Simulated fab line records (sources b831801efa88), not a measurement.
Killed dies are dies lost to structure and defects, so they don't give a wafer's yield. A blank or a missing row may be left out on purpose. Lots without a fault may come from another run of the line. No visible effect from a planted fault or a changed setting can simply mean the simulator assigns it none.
Split-lot experiment -- flow sky130 -- 23 wafers read from 5 lots, route of 708 steps

== ABOUT THE SPLIT ==
At SKY_CONTACT_ETCH_16 (etches BARC in N2/H2, stops on SiO2, time 45.9 s, target depth 60 nm), the setting source w was moved away from the recipe's 500 W on 9 of the 23 wafers read, by -10.6% to +8.6%. All remaining wafers had this setting at the recipe value.

No step appears in the file between the split and the reading.

== THE READING ==
KrF-thick_of_CONTACT_COAT_09.thk nm (the simulator's own value, which no gauge read), in nm, at SKY_CONTACT_ETCH_17 (etches SiO2 in C4F8/O2/Ar, stops on Si3N4, target depth 340 nm). No usual value for it is given in the file. Average 327.6 nm, standard deviation 1.6 nm, over the 14 wafers here run with the recipe.

wafer,"tool, chamber at the split","source w as run, W",against the recipe,"KrF-thick_of_CONTACT_COAT_09.thk nm, nm",against lot-mates on the recipe
L074.1,"rie diel-01, 1",543,+8.6%,321.9,-5.4
L074.2,"rie diel-01, 2",543,+8.6%,322.3,-4.9
L074.3,"rie diel-01, 0",500,recipe,327.3,-
L074.5,"rie diel-01, 2",500,recipe,327.2,-
L074.6,"rie diel-01, 3",543,+8.6%,323.6,-3.6
L076.1,"rie diel-02, 1",500,recipe,325.2,-
L076.5,"rie diel-02, 1",500,recipe,325.2,-
L076.2,"rie diel-02, 3",500,recipe,325.9,-
L080.2,"rie diel-01, 3",500,recipe,328.9,-
L080.3,"rie diel-01, 0",500,recipe,330.5,-
L080.4,"rie diel-01, 1",500,recipe,328.6,-
L080.5,"rie diel-01, 0",500,recipe,328.7,-
L080.6,"rie diel-01, 3",500,recipe,329.8,-
L079.1,"rie diel-02, 2",527.6,+5.5%,323.3,-4.1
L079.2,"rie diel-02, 0",527.6,+5.5%,326.2,-1.2
L079.3,"rie diel-02, 3",527.6,+5.5%,327.2,-0.2
L079.4,"rie diel-02, 3",500,recipe,328.9,-
L079.5,"rie diel-02, 2",500,recipe,325.9,-
L083.1,"rie diel-04, 0",446.9,-10.6%,331.6,+4.6
L083.2,"rie diel-04, 1",446.9,-10.6%,332.8,+5.8
L083.3,"rie diel-04, 2",500,recipe,327,-
L083.5,"rie diel-04, 0",446.9,-10.6%,331.9,+4.8
L083.6,"rie diel-04, 2",500,recipe,327.1,-

FIT RESULTS
A straight line over all 23 wafers: KrF-thick_of_CONTACT_COAT_09.thk nm changes by -0.468 nm for each +1% of source w; r = -0.86; the points scatter about the line by 1.6 nm.
The same after taking each lot's own level away (the mean of its wafers on the recipe; 23 wafers): -0.478 nm for each +1%; r = -0.94; scatter 1 nm.
Per that fit: largest source w move, reading shift of 5.1 nm.
The lots' own levels span 325.43 to 329.30 nm, that is 2.4 times the standard deviation above.
The two slopes are in agreement: the lot-to-lot level therefore moves the slope only a little.
Check: with one of the wafers moved furthest among these (-10.6%) left out of the fit, the line predicts +5.28 nm for it against its lot-mates. It came out at +4.55 nm against them.
Tool readings at the split's step, against how far the setting was moved: oes product au r = +0.28.

== FURTHER SPLITS ON THESE WAFERS ==
Other splits were also applied to these wafers ahead of the reading. Each is held against what the fit with the lots' levels taken away leaves over:
other split on the same wafers,wafers away from the commonest value,r with KrF-thick_of_CONTACT_COAT_09.thk nm (lot level and that fit taken away)
SKY_LI_CONTACT_EXPOSE_09 dose mj,11,+0.07
SKY_LOCAL_INTERCONNECT_SPUTTER_00 time s,9,+0.00
SKY_LOCAL_INTERCONNECT_COAT_06 spin rpm,8,-0.38
SKY_CONTACT_COAT_08 resist thk nm,9,+0.03

== THE WHOLE CHAIN: every reading that the file lists as answering this split, in the file's order ==
step,what it does,reading,change (the file's fit),r (the file's)
SKY_CONTACT_ETCH_16,"etches BARC in N2/H2, stops on SiO2, time 45.9 s, target depth 60 nm","KrF-thick_of_CONTACT_COAT_09.thk nm (the simulator's own value, which no gauge read)",-0.455 nm for each +1% of the setting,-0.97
SKY_CONTACT_ETCH_17,"etches SiO2 in C4F8/O2/Ar, stops on Si3N4, target depth 340 nm","KrF-thick_of_CONTACT_COAT_09.thk nm (the simulator's own value, which no gauge read)",-0.479 nm for each +1% of the setting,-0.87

== THE FILE'S OWN FIT ==
KrF-thick_of_CONTACT_COAT_09.thk nm changes by -0.479 nm for each +1% of source w, r = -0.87.
